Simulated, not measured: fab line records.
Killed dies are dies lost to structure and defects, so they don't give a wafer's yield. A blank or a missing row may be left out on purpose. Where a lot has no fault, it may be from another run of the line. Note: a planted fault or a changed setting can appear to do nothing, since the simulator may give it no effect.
Struck lot and sound lot, side by side | flow sky130 | 15 out of 708 route steps
Sound: these wafers, L476.2, L476.4, L476.6. The struck wafers were L489.1, L489.3, L489.6. The cause comes at the end.
Each step with rows lists, per side, the tool, then ch with its chambers, then its first start. Under that, the readings that differ: sound wafers | struck wafers | difference of the means | sigmas: that difference in standard deviations of wafers without a fault.
alike: readings whose means differ by less than 2 such deviations, and words and numbers that are the same on both sides. not compared: withheld readings, readings that some wafer has no value for, bounds like >300 that may hide the same value, and numbers for which the record gives no deviation and whose values overlap.
Wherever a step has rows on one side only, a row that says differs or no value, or a row with sigmas, the two part there. Numbers that don't overlap but have no deviation are shown without sigmas and don't part them. Lack of a reading on every wafer of one side parts them only where that side has two or more wafers.

first, 5 steps without rows for these wafers: SKY_LDD_N_COAT_02 (resist thk 300 nm); SKY_LDD_N_SOFTBAKE_03 (time 57.73 s); SKY_LDD_N_EXPOSE_04 (exposes mask NTM, target cd 840 nm); SKY_LDD_N_PEB_05; SKY_LDD_N_DEVELOP_06 (develop time 60 s).
SKY_LDD_N_OVL_MEAS_07:
  sound on overlay-01, day 18 07:19; struck on overlay-02, day 23 11:18
  alike: LDD_N_OVL
then, 6 steps without rows for these wafers: SKY_LDD_N_IMPLANT_08; SKY_LDD_N_IMPLANT_09; SKY_LDD_N_IMPLANT_10; SKY_LDD_N_IMPLANT_11; SKY_LDD_N_IMPLANT_12; SKY_LDD_N_IMPLANT_13.
SKY_LDD_N_IMPLANT_14:
  sound on implanter-03 ch 0, day 18 08:17; struck on implanter-03 ch 0, day 23 12:14
  reading            | sound                | struck             | difference | sigmas
  tilt-deg (degrees) | 30.022 29.995 30.030 | -0.010 0.000 0.014 | -30.014    | -99 or more
  alike: beam-energy-keV, end-station-pressure-torr
following that, these wafers have no rows for 1 step: SKY_LDD_N_IMPLANT_15.
-- record jumps: 26 days separate the struck wafers' starts on either side; left off in module LDD_N, taken up again in module PAD_OPEN, whose first shown step is the route's number 708 --
SKY_PAD_OPEN_PROBE_99:
  sound on prober-02, day 46 04:50; struck on prober-01, day 49 11:15
  reading                                    | sound                | struck               | difference | sigmas
  model.etest.nfet_01v8_swapped.vt-sat-v (V) | 0.6298 0.6455 0.6414 | 0.6173 0.6173 0.6191 | -0.0210    |
  model.etest.nfet_01v8_lvt.vt-sat-v (V)     | 0.5118 0.5301 0.5284 | 0.5728 0.5635 0.5649 | +0.0436    |
  model.etest.nfet_01v8.vt-sat-v (V)         | 0.6236 0.6344 0.6419 | 0.6676 0.6688 0.6662 | +0.0342    |
  alike: killed_at_M0_to_M3, killed_at_M4_up, killed-at-contacts, killed-at-front-end, killed-at-other, killed-dies, killed-on-rim, killed-open, killed-short

## WHERE THEY PART
Only at SKY_LDD_N_IMPLANT_14, as far as this record shows. Later steps at which nothing parts them and some readings are alike: SKY_PAD_OPEN_PROBE_99.

WHY: what had been put in by the simulator
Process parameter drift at SKY_LDD_N_IMPLANT_14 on implanter-03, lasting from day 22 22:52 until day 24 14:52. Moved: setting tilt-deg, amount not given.
